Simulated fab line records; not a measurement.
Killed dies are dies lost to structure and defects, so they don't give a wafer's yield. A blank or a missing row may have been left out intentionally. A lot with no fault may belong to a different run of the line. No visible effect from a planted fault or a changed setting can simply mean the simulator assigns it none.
Split-lot trial / flow gf180mcu / route with 602 steps; 5 lots, 23 wafers read

== THE SPLIT ==
At GF_VT_IMPLANT_IMPLANT_08, the setting energy_kev was moved away from the recipe's 20 on 9 of the 23 wafers read, by +5.1% to +7.3%. The other wafers ran this setting at the recipe's value.

Reading taken at the split's own step.

== THE READING ==
In nm, at GF_VT_IMPLANT_IMPLANT_08: implant.drp_nm, which is the simulator's own figure and was read by no gauge. No usual value for it is given in the file.

wafer=L074.1; tool, chamber at the split=implanter-04, 0; energy_kev as run=20; against the recipe=recipe; implant.drp_nm, nm=9.752; against lot-mates on the recipe=-
wafer=L074.2; tool, chamber at the split=implanter-04, 0; energy_kev as run=20; against the recipe=recipe; implant.drp_nm, nm=9.752; against lot-mates on the recipe=-
wafer=L074.3; tool, chamber at the split=implanter-04, 0; energy_kev as run=20; against the recipe=recipe; implant.drp_nm, nm=9.752; against lot-mates on the recipe=-
wafer=L078.1; tool, chamber at the split=implanter-02, 0; energy_kev as run=21.46; against the recipe=+7.3%; implant.drp_nm, nm=10.25; against lot-mates on the recipe=+0.498
wafer=L078.4; tool, chamber at the split=implanter-02, 0; energy_kev as run=21.46; against the recipe=+7.3%; implant.drp_nm, nm=10.25; against lot-mates on the recipe=+0.498
wafer=L078.6; tool, chamber at the split=implanter-02, 0; energy_kev as run=21.46; against the recipe=+7.3%; implant.drp_nm, nm=10.25; against lot-mates on the recipe=+0.498
wafer=L078.2; tool, chamber at the split=implanter-02, 0; energy_kev as run=20; against the recipe=recipe; implant.drp_nm, nm=9.752; against lot-mates on the recipe=-
wafer=L078.3; tool, chamber at the split=implanter-02, 0; energy_kev as run=20; against the recipe=recipe; implant.drp_nm, nm=9.752; against lot-mates on the recipe=-
wafer=L081.1; tool, chamber at the split=implanter-02, 0; energy_kev as run=21.43; against the recipe=+7.1%; implant.drp_nm, nm=10.24; against lot-mates on the recipe=+0.488
wafer=L081.4; tool, chamber at the split=implanter-02, 0; energy_kev as run=21.43; against the recipe=+7.1%; implant.drp_nm, nm=10.24; against lot-mates on the recipe=+0.488
wafer=L081.6; tool, chamber at the split=implanter-02, 0; energy_kev as run=21.43; against the recipe=+7.1%; implant.drp_nm, nm=10.24; against lot-mates on the recipe=+0.488
wafer=L081.3; tool, chamber at the split=implanter-02, 0; energy_kev as run=20; against the recipe=recipe; implant.drp_nm, nm=9.752; against lot-mates on the recipe=-
wafer=L081.5; tool, chamber at the split=implanter-02, 0; energy_kev as run=20; against the recipe=recipe; implant.drp_nm, nm=9.752; against lot-mates on the recipe=-
wafer=L082.1; tool, chamber at the split=implanter-02, 0; energy_kev as run=20; against the recipe=recipe; implant.drp_nm, nm=9.752; against lot-mates on the recipe=-
wafer=L082.3; tool, chamber at the split=implanter-02, 0; energy_kev as run=20; against the recipe=recipe; implant.drp_nm, nm=9.752; against lot-mates on the recipe=-
wafer=L082.4; tool, chamber at the split=implanter-02, 0; energy_kev as run=20; against the recipe=recipe; implant.drp_nm, nm=9.752; against lot-mates on the recipe=-
wafer=L082.5; tool, chamber at the split=implanter-02, 0; energy_kev as run=20; against the recipe=recipe; implant.drp_nm, nm=9.752; against lot-mates on the recipe=-
wafer=L082.6; tool, chamber at the split=implanter-02, 0; energy_kev as run=20; against the recipe=recipe; implant.drp_nm, nm=9.752; against lot-mates on the recipe=-
wafer=L085.1; tool, chamber at the split=implanter-03, 0; energy_kev as run=20; against the recipe=recipe; implant.drp_nm, nm=9.752; against lot-mates on the recipe=-
wafer=L085.4; tool, chamber at the split=implanter-03, 0; energy_kev as run=20; against the recipe=recipe; implant.drp_nm, nm=9.752; against lot-mates on the recipe=-
wafer=L085.2; tool, chamber at the split=implanter-03, 0; energy_kev as run=21.02; against the recipe=+5.1%; implant.drp_nm, nm=10.1; against lot-mates on the recipe=+0.348
wafer=L085.3; tool, chamber at the split=implanter-03, 0; energy_kev as run=21.02; against the recipe=+5.1%; implant.drp_nm, nm=10.1; against lot-mates on the recipe=+0.348
wafer=L085.6; tool, chamber at the split=implanter-03, 0; energy_kev as run=21.02; against the recipe=+5.1%; implant.drp_nm, nm=10.1; against lot-mates on the recipe=+0.348

FIT RESULTS
A straight line over all 23 wafers: implant.drp_nm changes by +0.0682 nm for each +1% of energy_kev; r = +1.00; the points scatter about the line by 6.3e-05 nm.
The same after taking each lot's own level away (the mean of its wafers on the recipe; 23 wafers): +0.0682 nm for each +1%; r = +1.00; scatter 6.3e-05 nm.
On that fit, the largest move of energy_kev shifts the reading by 0.5 nm.
The lots' own levels span 9.7520 to 9.7520 nm.
Hence the lot-to-lot level has little effect on the slope; both slopes agree.
Check: +0.498 nm against its lot-mates is what the line predicts for one of the wafers moved furthest among these (+7.3%) when that wafer is left out of the fit. Against them it came out at +0.498 nm.

== THESE WAFERS: OTHER SPLITS ==
Before the reading, these wafers also passed through other splits. Each is held against what the fit with the lots' levels taken away leaves over:
other split on the same wafers=GF_STI_OXIDATION_01 temp_c; wafers away from the commonest value=15; r with implant.drp_nm (lot level and that fit taken away)=-0.38
other split on the same wafers=GF_NWELL_EXPOSE_04 dose_mj; wafers away from the commonest value=6; r with implant.drp_nm (lot level and that fit taken away)=+0.20
other split on the same wafers=GF_NWELL_IMPLANT_09 energy_kev; wafers away from the commonest value=5; r with implant.drp_nm (lot level and that fit taken away)=-0.11
other split on the same wafers=GF_MVPSD_SOFTBAKE_03 temp_c; wafers away from the commonest value=7; r with implant.drp_nm (lot level and that fit taken away)=+0.11
other split on the same wafers=GF_MVPSD_IMPLANT_09 dose_cm2; wafers away from the commonest value=7; r with implant.drp_nm (lot level and that fit taken away)=+0.37

== THE WHOLE CHAIN: every reading that the file lists as answering this split, in the file's order ==
step=GF_VT_IMPLANT_IMPLANT_08; what it does=; reading=implant.rp_nm (the simulator's own value, which no gauge read); change (the file's fit)=+0.133 nm for each +1% of the setting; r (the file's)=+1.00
step=GF_VT_IMPLANT_IMPLANT_08; what it does=; reading=implant.drp_nm (the simulator's own value, which no gauge read); change (the file's fit)=+0.0678 nm for each +1% of the setting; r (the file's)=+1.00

== THE FILE'S OWN FIT ==
implant.drp_nm changes by +0.0678 nm for each +1% of energy_kev, r = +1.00.
